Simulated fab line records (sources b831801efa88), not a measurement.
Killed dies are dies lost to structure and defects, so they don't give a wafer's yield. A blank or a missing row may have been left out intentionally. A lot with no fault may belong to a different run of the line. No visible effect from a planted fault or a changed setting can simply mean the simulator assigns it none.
A lot that was struck, set against a sound lot :: flow gf180mcu :: 15 steps out of a route of 602
Sound: the wafers L833.1, L833.5, L833.6. The struck wafers were L829.1, L829.2, L829.3. The cause is given at the end.
Order at every step that has rows: each side's tool, ch and its chambers, its first start. Under that, the readings that differ: sound wafers :: struck wafers :: difference of the means :: sigmas: that difference in standard deviations of wafers without a fault.
alike: words and numbers the same on both sides, and readings whose means are apart by under 2 such deviations; not compared: readings that were withheld, readings missing a value for some wafer, numbers with overlapping values and no deviation given by the record, and bounds like >300 which may hide the same value.
Wherever a step has rows on one side only, a row that says differs or no value, or a row with sigmas, the two part there. Numbers that have no deviation but don't overlap get no sigmas and don't part them. A reading that every wafer of one side lacks parts them only if that side has two wafers or more.

GF_M2_SPUTTER_04: material TiN, target thk 50 nm, time 41.7 s.
  sound: pvd-sputter-01 at day 22 11:19; struck: pvd-sputter-04 at day 20 14:15
  alike: throttle-valve-pct
GF_M2_RS_MEAS_05: a four-point-probe measurement.
  sound: film-metro-01 at day 22 11:21; struck: film-metro-02 at day 20 14:17
  alike: M2_ALCU_RS
GF_M2_THK_MEAS_06: measures by xrf.
  sound: film-metro-01 at day 22 11:28; struck: film-metro-02 at day 20 14:25
  alike: M2_ALCU_THK
then, 7 steps without rows for these wafers: GF_M2_DEHYDRATE_07 (time 60 s); GF_M2_HMDS_08 (prime time 60 s); GF_M2_COAT_09 (resist thk 1000 nm); GF_M2_SOFTBAKE_10 (time 60 s); GF_M2_EXPOSE_11 (exposes mask Metal2, target cd 280 nm); GF_M2_PEB_12 (peb time 90 s); GF_M2_DEVELOP_13 (develop time 60 s).
GF_M2_CD_MEAS_14: target cd 280 nm.
  sound: cd-sem-01 at day 23 10:42; struck: cd-sem-02 at day 21 14:29
  alike: cd-nm
GF_M2_OVL_MEAS_15:
  sound: overlay-02 at day 23 10:49; struck: overlay-02 at day 21 14:37
  alike: M2_OVL
GF_M2_METAL_ETCH_16: etches the open film in Cl2/BCl3, stops on SiO2, target depth 627.5 nm, time 104.6 s.
  sound on rie-metal-03 ch 0,1, day 23 10:51; struck on rie-metal-01 ch 0,1, day 21 14:38
reading: oes-product-au (a.u.)
sound: 0.964 0.965 0.969
struck: 0.997 0.995 1.001
difference: +0.032
sigmas: +5

reading: run-length-s (s)
sound: 133.3 133.3 132.6
struck: 118.5 118.3 118.5
difference: -14.6
sigmas: -41

reading: throttle-valve-pct (%)
sound: 28.261 28.263 28.262
struck: 28.200 28.227 28.207
difference: -0.051
sigmas: -5

reading: model.M2.feature-depth-nm (nm)
sound: 593.3 597.2 600.9
struck: 541.6 532 537
difference: -60.3
sigmas: 

reading: model.etch.depth-nm (nm)
sound: 593.3 597.2 600.9
struck: 541.6 532 537
difference: -60.3
sigmas: 

reading: model.KrF_of_M2_COAT_09.thk-nm (nm)
sound: 750 748.4 739.5
struck: 771.4 773 772.1
difference: +26.2
sigmas: 
  alike: drypump-motor-current-A
  not compared: rf-hours-counter-h
GF_M2_STRIP_17: strips in O2/N2.
  sound on plasma-asher-04 ch 0,1, day 23 10:58; struck on plasma-asher-04 ch 0,1, day 21 14:46
reading: oes-product-au (a.u.)
sound: 0.563 0.558 0.562
struck: 0.570 0.574 0.574
difference: +0.012
sigmas: +2

reading: strip-time-to-endpoint-s (s)
sound: 8.02 8.01 7.91
struck: 8.24 8.25 8.23
difference: +0.26
sigmas: +6
  alike: drypump-motor-current-A, heater-power-w
  not compared: rf-hours-counter-h
then, 1 step without rows for these wafers: GF_M2_STRIP_18 (strips in post etch residue remover, time 1200 s).

== WHERE THEY PART ==
Earliest at GF_M2_METAL_ETCH_16; latest, in this record, at GF_M2_STRIP_17.

WHY: whatever the simulator had introduced
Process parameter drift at GF_M2_METAL_ETCH_16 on rie-metal-01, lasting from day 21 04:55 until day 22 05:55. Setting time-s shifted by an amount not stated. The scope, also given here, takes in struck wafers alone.
